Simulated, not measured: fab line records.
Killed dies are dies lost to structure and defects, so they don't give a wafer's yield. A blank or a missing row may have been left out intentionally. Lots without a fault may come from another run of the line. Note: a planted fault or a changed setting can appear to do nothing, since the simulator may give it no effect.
Which tool was responsible? | flow sky130 | 7 lots with 21 wafers sampled at 5 steps, on a route of 708 steps

== WHAT EACH GAUGE READ, for each wafer ==
SKY_PASSIVATION_THK_MEAS_01.
lot  | measured     | on            | PASSIVATION_CVD_00_THK (nm)
L382 | day 43 15:19 | film_metro-04 | 89.7 92.2 91.5
L384 | day 44 10:15 | film_metro-03 | 90.3 91.2 91.0
L386 | day 46 03:08 | film_metro-04 | 90.7 90.3 91.5
L392 | day 47 03:56 | film_metro-04 | 90.3 88.6 89.2
L399 | day 48 19:59 | film_metro-04 | 88.0 90.0 90.2
L402 | day 49 14:22 | film_metro-02 | 88.5 91.1 90.5
L404 | day 50 02:11 | film_metro-04 | 88.4 88.7 89.5

== WHICH TOOL RAN EACH LOT (tool, then ch and the chambers of the sampled wafers, then the start) ==
lot  | SKY_METAL4_STRIP_19                  | SKY_VIA4_STRIP_13                    | SKY_METAL5_METAL_ETCH_15          | SKY_METAL5_STRIP_16
L382 | plasma_asher-04 ch 0,1, day 41 16:05 | plasma_asher-03 ch 0,1, day 42 14:49 | rie_metal-04 ch 0,1, day 43 14:28 | plasma_asher-02 ch 0,1, day 43 14:39
L384 | plasma_asher-02 ch 0,1, day 42 07:59 | plasma_asher-01 ch 0,1, day 43 09:32 | rie_metal-01 ch 0,1, day 44 09:22 | plasma_asher-02 ch 0,1, day 44 09:35
L386 | plasma_asher-03 ch 0,1, day 44 05:53 | plasma_asher-04 ch 0,1, day 45 04:34 | rie_metal-01 ch 0,1, day 46 02:17 | plasma_asher-02 ch 0,1, day 46 02:31
L392 | plasma_asher-04 ch 0,1, day 45 07:04 | plasma_asher-04 ch 0,1, day 46 05:15 | rie_metal-02 ch 0,1, day 47 03:08 | plasma_asher-03 ch 0,1, day 47 03:20
L399 | plasma_asher-02 ch 0,1, day 47 01:08 | plasma_asher-03 ch 0,1, day 47 22:56 | rie_metal-04 ch 0,1, day 48 19:08 | plasma_asher-02 ch 0,1, day 48 19:20
L402 | plasma_asher-03 ch 0,1, day 47 22:17 | plasma_asher-01 ch 0,1, day 48 18:15 | rie_metal-01 ch 0,1, day 49 13:35 | plasma_asher-02 ch 0,1, day 49 13:46
L404 | plasma_asher-03 ch 0,1, day 48 11:45 | plasma_asher-03 ch 0,1, day 49 06:22 | rie_metal-04 ch 0,1, day 50 01:12 | plasma_asher-01 ch 0,1, day 50 01:26
- SKY_METAL4_STRIP_19: strips in O2/N2.
- SKY_VIA4_STRIP_13: strips in O2/N2.
- SKY_METAL5_METAL_ETCH_15: etches the open film in Cl2/BCl3, stops on SiO2, target depth 1260 nm, time 252 s.
- SKY_METAL5_STRIP_16: strips in O2/N2.

== THE ANSWER, worked out from the rows above alone ==
Rule: usual is defined by the lots themselves. Put in order of their means at a reading, lots are off if they are a third of the lots or fewer, leave a main group of 4 or more, and stand apart from it by a gap of 3 or more times the standard deviation of the main group's means; of several such gaps the widest counts. A main group whose means are all the same, to the digits that the tables above print for the reading, isn't used. Also off: a lot with no number at a reading for which 4 or more lots have one. The other lots that the step has rows for count as sound.
None of the lots is off at any reading shown; this tells nothing.

== WHAT HAD BEEN PUT IN BY THE SIMULATOR ==
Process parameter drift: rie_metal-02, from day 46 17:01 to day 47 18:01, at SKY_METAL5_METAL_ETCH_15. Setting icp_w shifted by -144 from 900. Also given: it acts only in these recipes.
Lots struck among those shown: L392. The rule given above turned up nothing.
